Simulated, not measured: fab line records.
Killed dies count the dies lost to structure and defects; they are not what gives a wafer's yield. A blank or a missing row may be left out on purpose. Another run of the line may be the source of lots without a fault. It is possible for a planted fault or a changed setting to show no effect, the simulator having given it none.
One fault through the eyes of 2 desks :: flow sky130 :: every desk sees just its own numbers, and what lay behind them comes last

== THE METROLOGY DESK ==
Means of the sampled wafers that have a number, per lot and without regard to the tool the lot ran on: this is what the gauges read. The brackets show how far a lot's mean lies from the usual mean; more than 4 standard deviations puts the lot out of limits, marked OUT.
Columns: A = NWELL_00_OVL at SKY_NWELL_OVL_MEAS_10, usual 0.8 nm; B = VT_ADJUST_PCH_TW at SKY_VT_ADJUST_PCH_TW_MEAS_10, usual 142.7
lot: L337
first seen here: day 4 17:11
A: 1.0
B: 143.0

lot: L338
first seen here: day 5 02:09
A: 0.3
B: 141.6

lot: L347
first seen here: day 7 04:12
A: -0.3
B: 142.6

lot: L348
first seen here: day 7 10:45
A: -1.7
B: 141.8

lot: L349
first seen here: day 7 15:28
A: 0.4
B: 144.6

lot: L350
first seen here: day 7 22:22
A: 0.6
B: 140.7

lot: L351
first seen here: day 8 03:08
A: 1.5
B: 142.8

lot: L352
first seen here: day 8 10:53
A: 2.1
B: 144.1

lot: L353
first seen here: day 8 15:08
A: 1.1
B: 141.4

lot: L354
first seen here: day 8 20:30
A: -0.5
B: 143.0

lot: L355
first seen here: day 9 04:45
A: 1.0
B: 143.9

lot: L358
first seen here: day 10 04:16
A: -0.0
B: 140.3

lot: L359
first seen here: day 10 04:47
A: 1.4
B: 144.7
Result from this desk: across the 13 lots, nothing is out of limits.

== THE TOOL OWNER'S DESK: litho-track-01 ==
The tool's own readings at SKY_VT_ADJUST_NCORE_DEVELOP_06 (develop time 60 s): means of the sampled wafers that have a number, for each lot that ran on this tool. The brackets show how far a lot's mean lies from the usual mean; more than 4 standard deviations puts the lot out of limits, marked OUT.
Columns: A = developer-temp-C at SKY_VT_ADJUST_NCORE_DEVELOP_06, usual 23.03 C; B = exhaust-pa at SKY_VT_ADJUST_NCORE_DEVELOP_06, usual 45.0 Pa
lot: L338
first seen here: day 9 02:21
A: 23.01
B: 45.2

lot: L347
first seen here: day 11 18:21
A: 21.95 (-11) OUT
B: 45.8

lot: L348
first seen here: day 12 01:14
A: 22.08 (-9.7) OUT
B: 45.1
This desk's finding: out of limits on L347, L348; first on L347, day 11 18:21 (developer-temp-C at SKY_VT_ADJUST_NCORE_DEVELOP_06). In limits: L338.

== ALL TOGETHER ==
The tool owner's desk had the chance to raise an alarm at day 11 18:21 on L347, L348.
Metrology desk: nothing out of limits seen.
The metrology desk has L347, L348 on record, within its limits.
On litho-track-01, each named lot ran SKY_VT_ADJUST_NCORE_DEVELOP_06.

== WHAT THE SIMULATOR HAD INSERTED ==
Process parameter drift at SKY_VT_ADJUST_NCORE_DEVELOP_06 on litho-track-01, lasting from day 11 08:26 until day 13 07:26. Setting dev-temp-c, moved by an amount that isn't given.
Struck lots among those shown: L347, L348.
How many hours passed from the start of the fault until each desk's first out-of-limits reading: the tool owner's desk, 10.
